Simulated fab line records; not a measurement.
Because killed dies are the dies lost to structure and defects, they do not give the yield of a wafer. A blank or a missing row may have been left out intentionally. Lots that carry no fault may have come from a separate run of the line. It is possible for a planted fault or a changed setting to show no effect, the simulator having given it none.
fab line records | flow sky130
[record] lots = 6 wafers = 18 lastDay = 50
route steps=708 shown RES_PROTECT@211 POLY_GATE@213 PAD_OPEN@708
lots untouched by any fault: they come from a run of this same line in which no faults occurred
startH: hours from the record's opening day to when the first of the lot's shown wafers began | waitH: hours elapsed since this lot's preceding step | " the same as in the row above | L1.1+2: a single row standing in for several wafers | - no value, or no start was given | * or withheld: withheld | < > ~ a bound
route shown NAME@n: NAME is a module with steps in the file, n the number in the route of the first one | usual: mean/standard deviation taken from wafers without a fault | same: alike in all rows | chamber/n: place in a boat | sites: each site's reading | _std_site: the standard deviation of these | _edge_site: outer sites' mean less inner sites' | radiusMm: for every site, how far away it sits from the centre of the wafer | mask NAME#n: copy n | behind: the tool/chamber that last shaped the wafer | hold: reason for holding the lot/hours on hold/outcome of the hold | device: transistor that didn't switch, given as n, p or np | end of line: tests of these same wafers at the route's end | for a step that has no rows: nothing shown but its recipe | killed: dies lost to structure and defects at the first sort, not the wafer's yield | map: a wafer's dies, x killed, . not, _ none there
set.NAME: the setting that was run; set.NAME@STEP: the one run at that earlier step | model.NAME: the simulator's own value behind a step, which no gauge read
lots seen at some steps along the route; tables by step, rows by wafer
services: the hour from which a tool's chamber was out of use, counted from the record's first day as startH (under 0 if before that day), plus the number of hours and why
[[steps]]
[step SKY_RES_PROTECT_PEB_05]
[recipe] tempC = withheld timeS = * resist = NOVOLAK
[step SKY_RES_PROTECT_DEVELOP_06]
[recipe] resist = NOVOLAK developer = TMAH developTimeS = 60 devTempC = 23
[step SKY_POLY_GATE_IMPLANT_02]
[recipe] species = P energyKev = 30 doseCm2 = 7.7e+15 tiltDeg = 0
[step SKY_RES_PROTECT_STRIP_07]
[recipe] chemistry = O2/N2 powerW = 1400 pressureMtorr = 1500 platenTempC = withheld o2FlowSccm = 3000 n2FlowSccm = 300 overashFraction = 0.5
[usual] drypumpMotorCurrentA = 6.12/0.27 oesProductAu = 0.517/0.0046 stripTimeToEndpointS = 23.28/0.048
// columns lot.wafer tool chamber startH waitH drypumpMotorCurrentA oesProductAu rfHoursCounterH stripTimeToEndpointS
L500.3 plasmaAsher-03 1 372.94 0.1 6.50 0.528 - 23.21
L500.4 " 0 " " 5.79 0.522 - 23.20
L500.6 " 1 " " 6.47 0.512 - 23.25
L502.3 plasmaAsher-01 0 391.94 0.1 6.16 0.515 - 23.33
L502.4 " 1 " " 5.89 0.517 - 23.23
L502.6 " 0 " " 6.17 0.518 - 23.31
L505.3 plasmaAsher-04 1 418.74 0.1 6.25 0.519 - 23.26
L505.5 " 0 " " 6.04 0.520 - 23.24
L505.6 " 1 " " 6.22 0.518 - 23.23
L506.2 plasmaAsher-03 1 421.45 0.1 6.53 0.519 73 23.30
L506.3 " 1 " " 6.52 0.513 - 23.28
L506.5 " 1 " " 6.50 0.525 - 23.29
L508.1 plasmaAsher-03 1 433.94 0.1 6.51 0.518 74 23.21
L508.3 " 1 " " 6.50 0.515 - 23.25
L508.6 " 1 " " 6.49 0.512 - 23.17
L519.2 plasmaAsher-04 1 531.45 0.1 6.24 0.520 11 23.33
L519.5 " 0 " " 6.05 0.523 - 23.29
L519.6 " 1 " " 6.25 0.520 - 23.31
[step SKY_RES_PROTECT_TW_MEAS_08]
[usual] POLY_GATE_TW = 4029/25
// columns lot.wafer tool chamber startH waitH POLY_GATE_TW
L500.3 filmMetro-03 - 373.02 0.1 4041
L500.4 " - " " 4063
L500.6 " - " " 4056
L502.3 filmMetro-03 - 392.02 0.1 4050
L502.4 " - " " 4056
L502.6 " - " " 4047
L505.3 filmMetro-02 - 418.82 0.1 4031
L505.5 " - " " 4049
L505.6 " - " " 4039
L506.2 filmMetro-03 - 421.56 0.1 4012
L506.3 " - " " 4020
L506.5 " - " " 4004
L508.1 filmMetro-02 - 434.04 0.1 4059
L508.3 " - " " 4033
L508.6 " - " " 4044
L519.2 filmMetro-04 - 531.56 0.1 3977
L519.5 " - " " 3988
L519.6 " - " " 3992
[step SKY_RES_PROTECT_CLEAN_09]
[recipe] chemistry = SC1/SC2 mix = 1:4:20 tempC = 70 timeS = 150 dry = n2Spin
[step SKY_POLY_GATE_CVD_03]
[recipe] material = Si3N4 precursor = DCS/NH3 targetThkNm = 75 tempC = 770 timeS = 1290 pressureMtorr = 250
[step SKY_POLY_GATE_THK_MEAS_04]
[recipe] reads = Si3N4_of_POLY_GATE_CVD_03
[usual] POLY_GATE_CVD_03_THK = 74.8/0.66
// columns lot.wafer tool chamber startH waitH POLY_GATE_CVD_03_THK[nm]
L500.3 filmMetro-01 - 375.43 0.0 74.0
L500.4 " - " " 74.5
L500.6 " - " " 73.9
L502.3 filmMetro-01 - 396.95 0.0 74.3
L502.4 " - " " 75.0
L502.6 " - " " 74.3
L505.3 filmMetro-01 - 421.03 0.0 73.9
L505.5 " - " " 74.3
L505.6 " - " " 74.6
L506.2 filmMetro-03 - 423.13 0.0 75.2
L506.3 " - " " 74.9
L506.5 " - " " 74.9
L508.1 filmMetro-01 - 438.65 0.0 75.5
L508.3 " - " " 76.1
L508.6 " - " " 75.3
L519.2 filmMetro-01 - 533.87 0.0 75.0
L519.5 " - " " 74.7
L519.6 " - " " 74.9
[step SKY_POLY_GATE_DEHYDRATE_05]
[recipe] tempC = 200 timeS = 60
[step SKY_POLY_GATE_HMDS_06]
[recipe] primeTimeS = 60 primeTempC = 120
[step SKY_POLY_GATE_COAT_07]
[recipe] resist = BARC tempC = withheld timeS = withheld spinRpm = 3000 resistThkNm = 110
[step SKY_POLY_GATE_COAT_08]
[recipe] resist = KrF-thick spinRpm = 3000 resistThkNm = 450
[step SKY_POLY_GATE_SOFTBAKE_09]
[recipe] tempC = 100 timeS = 87.27 resist = KrF-thick
[usual] exhaustPa = 45.0/0.82 heaterPowerTotalW = 57.92/0.096 plateTempC = 100.00/0.12
// columns lot.wafer tool chamber startH waitH exhaustPa heaterPowerTotalW plateTempC
L500.3 lithoTrack-03 0 389 - 44.9 57.74 99.85
L500.4 " 0 " " 45.1 57.94 100.15
L500.6 " 0 " " 44.6 57.83 99.96
L502.3 lithoTrack-02 0 411 - 43.9 57.85 100.08
L502.4 " 0 " " 45.0 58.12 99.88
L502.6 " 0 " " 43.8 58.11 100.10
L505.3 lithoTrack-03 0 436 - 45.9 52.34 92.91
L505.5 " 0 " " 45.6 52.27 93.01
L505.6 " 0 " " 44.2 52.34 93.02
L506.2 lithoTrack-04 0 438 - 45.2 58.00 99.88
L506.3 " 0 " " 44.8 57.96 99.72
L506.5 " 0 439 - 45.0 58.03 99.96
L508.1 lithoTrack-03 0 453 - 45.4 52.24 92.76
L508.3 " 0 " " 45.5 52.34 92.81
L508.6 " 0 " " 44.4 52.31 92.74
L519.2 lithoTrack-03 0 548 - 45.2 58.02 99.95
L519.5 " 0 " " 46.3 57.82 99.90
L519.6 " 0 " " 46.2 57.82 99.87
[step SKY_POLY_GATE_EXPOSE_10]
[recipe] maskId = P1M na = 0.68 sourceShape = conventional sigmaOuter = 0.6 targetCdNm = 150 doseMj = 28
[step SKY_POLY_GATE_PEB_11]
[recipe] pebTempC = withheld pebTimeS = withheld resist = KrF-thick
[step SKY_POLY_GATE_DEVELOP_12]
[recipe] developTimeS = 60 resist = KrF-thick devTempC = 21
[usual] exhaustPa = 45.2/0.94
// columns lot.wafer tool chamber startH waitH exhaustPa model.KrF-thick_of_POLY_GATE_COAT_08.thkNm
L500.3 lithoTrack-03 0 - - 43.4 435.8
L500.4 " 0 " " 44.4 436.3
L500.6 " 0 " " 44.6 435.7
L502.3 lithoTrack-03 0 - - 45.4 435.3
L502.4 " 0 " " 46.0 435.4
L502.6 " 0 " " 45.0 434.7
L505.3 lithoTrack-03 0 - - 44.1 438.1
L505.5 " 0 " " 46.1 438.2
L505.6 " 0 " " 44.9 439.5
L506.2 lithoTrack-03 0 - - 43.7 436.6
L506.3 " 0 " " 44.5 437.6
L506.5 " 0 " " 44.2 437
L508.1 lithoTrack-04 0 - - 45.9 440.2
L508.3 " 0 " " 45.8 439.7
L508.6 " 0 " " 46.1 440.8
L519.2 lithoTrack-02 0 - - 45.2 434.9
L519.5 " 0 " " 46.0 435.3
L519.6 " 0 " " 47.2 435.1
[step SKY_POLY_GATE_CD_MEAS_13]
[recipe] targetCdNm = 150
[usual] cdNm = 150.2/1.5
// columns lot.wafer tool chamber startH waitH cdNm
L500.3 cdSem-02 - 404.85 - 152.8
L500.4 " - " " 152.0
L500.6 " - " " 152.2
L502.3 cdSem-01 - 426.70 - 151.1
L502.4 " - " " 151.8
L502.6 " - " " 152.0
L505.3 cdSem-02 - 451.45 - 153.3
L505.5 " - " " 153.6
L505.6 " - " " 153.1
L506.2 cdSem-01 - 454.33 - 153.1
L506.3 " - " " 153.1
L506.5 " - " " 151.9
L508.1 cdSem-01 - 469.25 - 152.8
L508.3 " - " " 153.6
L508.6 " - " " 153.2
L519.2 cdSem-01 - 563.91 - 148.2
L519.5 " - " " 149.3
L519.6 " - " " 148.0
[step SKY_POLY_GATE_OVL_MEAS_14]
[usual] POLY_GATE_OVL = -3/5.6
// columns lot.wafer tool chamber startH waitH POLY_GATE_OVL[nm]
L500.3 overlay-01 - 404.94 0.1 -6
L500.4 " - " " -6
L500.6 " - " " -11
L502.3 overlay-01 - 426.79 0.1 -4
L502.4 " - " " -6
L502.6 " - " " -8
L505.3 overlay-01 - 451.54 0.1 0
L505.5 " - " " 6
L505.6 " - " " 8
L506.2 overlay-01 - 454.43 0.1 -2
L506.3 " - " " -7
L506.5 " - " " -3
L508.1 overlay-01 - 469.37 0.1 1
L508.3 " - " " -6
L508.6 " - " " 1
L519.2 overlay-02 - 564.02 0.1 -4
L519.5 " - " " -6
L519.6 " - " " -5
[step SKY_POLY_GATE_ETCH_15]
[recipe] chemistry = N2/H2 target = BARC ionEnergyEv = 200 sourceW = 500 biasW = 100 pressureMtorr = 30 n2FlowSccm = 100 h2FlowSccm = 200 stopOn = SiO2 timeS = 118.5 targetDepthA = 1100
[usual] drypumpMotorCurrentA = 5.7/0.37 oesProductAu = 0.715/0.0043 throttleValvePct = 13.212/0.0097
// columns lot.wafer tool chamber startH waitH drypumpMotorCurrentA oesProductAu rfHoursCounterH throttleValvePct model.KrF-thick_of_POLY_GATE_COAT_08.thkNm
L500.3 rieDiel-02 0 404.96 0.0 6.3 0.711 16 13.218 344.3
L500.4 " 1 " " 5.7 0.707 32 13.192 346.6
L500.6 " 3 " " 5.3 0.721 - 13.208 342.7
L502.3 rieDiel-01 1 426.81 0.0 5.5 0.716 14 13.215 347.2
L502.4 " 2 " " 5.4 0.719 88 13.204 343.6
L502.6 " 2 " " 5.4 0.711 - 13.217 342.2
L505.3 rieDiel-03 2 451.56 0.0 6.3 0.707 99 13.227 346.3
L505.5 " 1 " " 5.8 0.707 - 13.216 348
L505.6 " 0 " " 6.1 0.719 - 13.195 348.9
L506.2 rieDiel-03 1 454.46 0.0 5.8 0.717 0 13.209 346.9
L506.3 " 2 " " 6.2 0.714 99 13.213 345.7
L506.5 " 0 " " 6.1 0.722 - 13.220 347.9
L508.1 rieDiel-01 3 469.41 0.0 5.5 0.714 7 13.209 347.2
L508.3 " 1 " " 5.5 0.715 15 13.197 351.2
L508.6 " 2 " " 5.4 0.715 - 13.223 348.4
L519.2 rieDiel-01 2 564.05 0.0 5.4 0.713 1 13.206 342.8
L519.5 " 3 " " 5.5 0.718 - 13.225 341.9
L519.6 " 0 " " 5.7 0.715 - 13.205 344
[step SKY_POLY_GATE_ETCH_16]
[recipe] stopOn = poly-Si chemistry = CH3F/O2 target = Si3N4 sourceW = 400 biasW = 80 pressureMtorr = 25 ch3fFlowSccm = 40 O2_flow_sccm = 30 timeS = 147.5 targetDepthA = 750
[usual] drypumpMotorCurrentA = 5.7/0.36 oesProductAu = 0.640/0.0055 throttleValvePct = 10.535/0.0091
// columns lot.wafer tool chamber startH waitH drypumpMotorCurrentA oesProductAu rfHoursCounterH throttleValvePct
L500.3 rieDiel-02 0 405.05 0.0 6.3 0.640 16 10.541
L500.4 " 1 " " 5.8 0.642 32 10.538
L500.6 " 3 " " 5.3 0.641 - 10.533
L502.3 rieDiel-01 1 426.90 0.0 5.5 0.626 14 10.535
L502.4 " 2 " " 5.4 0.639 88 10.550
L502.6 " 2 " " 5.4 0.638 - 10.546
L505.3 rieDiel-03 2 451.65 0.0 6.3 0.632 99 10.518
L505.5 " 1 " " 5.8 0.631 - 10.531
L505.6 " 0 " " 6.1 0.639 - 10.537
L506.2 rieDiel-03 1 454.55 0.0 5.8 0.639 0 10.540
L506.3 " 2 " " 6.2 0.639 99 10.541
L506.5 " 0 " " 6.1 0.641 - 10.546
L508.1 rieDiel-01 3 469.49 0.0 5.5 0.648 7 10.548
L508.3 " 1 " " 5.5 0.637 15 10.526
L508.6 " 2 " " 5.4 0.638 - 10.544
L519.2 rieDiel-01 2 564.13 0.0 5.4 0.630 1 10.534
L519.5 " 3 " " 5.5 0.643 - 10.541
L519.6 " 0 " " 5.7 0.631 - 10.545
[step SKY_PAD_OPEN_PROBE_99]
[usual] killed_at_M0_to_M3 = 43/6.6 killed_at_M4_up = 3.4/1.8 killedAtContacts = 24/5.7 killedAtFrontEnd = 15/4.2 killedAtOther = 0.3/0.58 killedDies = 86/8 killedOpen = 46/7.2 killedShort = 39/5.8
[same] grossDies = 492 killedAtBackSide = 0
// columns lot.wafer tool chamber startH waitH killed_at_M0_to_M3 killed_at_M4_up killedAtContacts killedAtFrontEnd killedAtOther killedDies killedOpen killedShort
L500.3 prober-02 - 1105.82 0.2 38 2 28 9 0 77 43 34
L500.4 prober-02 - 1105.87 0.2 47 5 30 13 0 95 63 31
L500.6 prober-02 - 1105.97 0.2 34 6 25 18 0 83 39 44
L502.3 prober-01 - 1121.81 0.2 40 2 20 17 0 79 40 39
L502.4 prober-01 - 1121.86 0.2 49 1 34 14 0 98 43 55
L502.6 prober-01 - 1121.96 0.2 40 5 27 20 0 92 50 42
L508.1 prober-01 - 1147.23 0.1 47 4 16 16 0 83 39 44
L508.3 prober-01 - 1147.33 0.2 36 2 32 15 0 85 48 37
L508.6 prober-01 - 1147.48 0.2 49 3 24 17 0 93 45 47
// killed by level:class
L500.3 VIA3:geometricParticle:open=9 LI_CONTACT:geometricParticle:open=8 VIA1:geometricParticle:short=8 CONTACT:geometricParticle:open=7 LOCAL_INTERCONNECT:geometricParticle:short=6 VIA1:geometricParticle:open=6 METAL2:geometricParticle:short=5 FIELD_ISO:geometricParticle:short=3
L500.4 CONTACT:geometricParticle:open=16 VIA1:geometricParticle:open=11 VIA2:geometricParticle:open=9 LI_CONTACT:geometricParticle:open=7 VIA3:geometricParticle:open=7 FIELD_ISO:geometricParticle:open=4 CONTACT:geometricParticle:short=4 METAL1:geometricParticle:short=4
L500.6 CONTACT:geometricParticle:open=12 FIELD_ISO:geometricParticle:short=6 CONTACT:geometricParticle:short=6 VIA1:geometricParticle:short=6 METAL1:geometricParticle:short=5 VIA1:geometricParticle:open=5 VIA2:geometricParticle:short=5 LI_CONTACT:geometricParticle:open=4
L502.3 VIA1:geometricParticle:open=9 VIA3:geometricParticle:open=7 CONTACT:geometricParticle:short=6 CONTACT:geometricParticle:open=6 LOCAL_INTERCONNECT:geometricParticle:short=5 VIA2:geometricParticle:open=5 FIELD_ISO:geometricParticle:open=4 METAL1:geometricParticle:short=4
L502.4 CONTACT:geometricParticle:short=10 VIA1:geometricParticle:short=9 CONTACT:geometricParticle:open=7 VIA1:geometricParticle:open=7 METAL2:geometricParticle:short=7 VIA3:geometricParticle:short=6 LI_CONTACT:geometricParticle:open=6 VIA2:geometricParticle:short=5
L502.6 CONTACT:geometricParticle:open=12 VIA1:geometricParticle:open=10 VIA3:geometricParticle:open=8 FIELD_ISO:geometricParticle:short=5 POLY_GATE:geometricParticle:short=5 VIA1:geometricParticle:short=5 LI_CONTACT:geometricParticle:short=4 LOCAL_INTERCONNECT:geometricParticle:short=4
L508.1 METAL2:geometricParticle:short=9 VIA1:geometricParticle:open=8 CONTACT:geometricParticle:open=7 VIA3:geometricParticle:open=6 POLY_GATE:geometricParticle:short=5 METAL1:geometricParticle:short=5 VIA1:geometricParticle:short=5 POLY_GATE:geometricParticle:open=4
L508.3 CONTACT:geometricParticle:open=16 VIA1:geometricParticle:open=9 CONTACT:geometricParticle:short=7 VIA3:geometricParticle:open=7 METAL2:geometricParticle:short=6 FIELD_ISO:geometricParticle:short=5 LI_CONTACT:geometricParticle:open=5 METAL3:geometricParticle:short=5
L508.6 CONTACT:geometricParticle:open=12 VIA1:geometricParticle:open=9 VIA3:geometricParticle:open=8 VIA3:geometricParticle:short=7 METAL1:geometricParticle:short=6 METAL2:geometricParticle:short=5 CONTACT:geometricParticle:short=4 POLY_GATE:geometricParticle:short=4
[[services]]
// columns tool chamber startH hours kind
rieDiel-03 2 376.11 6.8 repair
rieDiel-03 1 410.29 - clean
rieDiel-03 1 410.29 15.7 scheduledDown
rieDiel-03 1 410.29 15.7 ventCycle
plasmaAsher-01 - 413.22 0.4 repair
plasmaAsher-04 - 421.25 9.0 pm
rieDiel-03 2 424.12 10.8 repair
rieDiel-03 - 426.59 14.6 pm
rieDiel-03 0 446.09 1.9 repair
plasmaAsher-03 - 449.51 0.4 repair
rieDiel-03 3 451.54 2.9 repair
rieDiel-03 2 454.64 - clean
rieDiel-03 2 454.64 15.7 scheduledDown
rieDiel-03 2 454.64 15.7 ventCycle
plasmaAsher-03 - 461.41 14.6 pm
rieDiel-02 - 477.62 0.3 repair
rieDiel-01 2 516.22 - clean
rieDiel-01 2 516.22 10.2 scheduledDown
rieDiel-01 2 516.22 10.2 ventCycle
rieDiel-03 - 517.57 0.2 repair
plasmaAsher-03 - 527.25 6.4 repair
rieDiel-02 3 538.49 3.9 repair
plasmaAsher-04 - 538.73 4.2 repair
plasmaAsher-01 - 544.60 0.6 repair
[[key]]
[firstSign] step = SKY_POLY_GATE_SOFTBAKE_09 reading = plateTempC direction = down sigmas = 61 usual = * struck = *
[effect] step = SKY_POLY_GATE_SOFTBAKE_09 reading = heaterPowerTotalW direction = down sigmas = 58 usual = * struck = *
[effect] step = SKY_POLY_GATE_CD_MEAS_13 reading = cdNm direction = up sigmas = 2.1 usual = 150.2 struck = 153.3
[modelEffect] step = SKY_POLY_GATE_DEVELOP_12 value = KrF-thick_of_POLY_GATE_COAT_08.thkNm without = 435.1 struck = 439.4
[modelEffect] step = SKY_POLY_GATE_ETCH_15 value = KrF-thick_of_POLY_GATE_COAT_08.thkNm without = 344 struck = 348.3
metAt SKY_POLY_GATE_SOFTBAKE_09
struckWafers L505.3,L505.5,L505.6,L508.1,L508.3,L508.6
testerLeftOut L505,L508
onsetBetween 389 436
[fault] kind = processParameterDrift tool = lithoTrack-03 chamber = - onsetH = 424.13 steps = SKY_POLY_GATE_SOFTBAKE_09 channel = tempC offset = * shape = step endH = 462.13 actsIn = * stated = *
// testerLeftOut: of these lots the tester's yield and bins aren't shown, on N5 and GAA mostly nor the transistor test; their killed dies are dies lost to structure and defects alone, not to doping, threshold or leakage, so they don't give the yield
